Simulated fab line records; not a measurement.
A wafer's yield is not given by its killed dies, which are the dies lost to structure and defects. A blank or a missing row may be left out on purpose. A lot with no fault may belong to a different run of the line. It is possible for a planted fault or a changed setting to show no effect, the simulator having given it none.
The tool behind it: which one? | flow gf180mcu | Sampling: 6 lots, 17 wafers, 3 of 602 route steps

## WHAT THE GAUGES READ, wafer by wafer
GF_PSD_TW_MEAS_11.
lot  | measured     | on            | PSD_TW
L996 | day 14 06:49 | film metro-01 | 3147 3157 3154
L999 | day 15 13:14 | film metro-01 | 3192 3163 3166
L106 | day 19 01:22 | film metro-02 | 3029 3180
L113 | day 20 17:34 | film metro-02 | 3189 3182 3204
L115 | day 21 08:12 | film metro-02 | 3184 3179 3196
L117 | day 22 03:40 | film metro-03 | 3224 3208 3190

## WHICH TOOL RAN EACH LOT (tool, then ch and the chambers of the sampled wafers, then the start)
lot  | GF_PSD_IMPLANT_09               | GF_PSD_STRIP_10
L996 | implanter-03 ch 0, day 14 06:32 | plasma asher-02 ch 0,1, day 14 06:41
L999 | implanter-03 ch 0, day 15 13:00 | plasma asher-01 ch 0,1, day 15 13:08
L106 | implanter-02 ch 0, day 19 01:07 | plasma asher-04 ch 1, day 19 01:16
L113 | implanter-01 ch 0, day 20 17:21 | plasma asher-02 ch 0,1, day 20 17:29
L115 | implanter-02 ch 0, day 21 07:57 | plasma asher-02 ch 1, day 21 08:06
L117 | implanter-03 ch 0, day 22 03:26 | plasma asher-04 ch 0,1, day 22 03:33
- GF_PSD_IMPLANT_09
- GF_PSD_STRIP_10: strips in O2/N2.

## THE ANSWER, worked out from the rows above alone
Rule: usual is defined by the lots themselves. The widest of any qualifying gaps counts: lots, ordered by their means at a reading, are off when they make up no more than a third of the lots, leave a main group of 4 or more, and stand apart from it by 3 or more times the standard deviation of that group's means. A main group is skipped when, at the precision printed for the reading in the tables above, its means are all equal. A lot without any number at a reading at which 4 lots or more have one is off too. The other lots that the step has rows for count as sound.
Across all readings shown, no lot is off: no conclusion can be drawn from this.

## WHAT HAD BEEN PUT IN BY THE SIMULATOR
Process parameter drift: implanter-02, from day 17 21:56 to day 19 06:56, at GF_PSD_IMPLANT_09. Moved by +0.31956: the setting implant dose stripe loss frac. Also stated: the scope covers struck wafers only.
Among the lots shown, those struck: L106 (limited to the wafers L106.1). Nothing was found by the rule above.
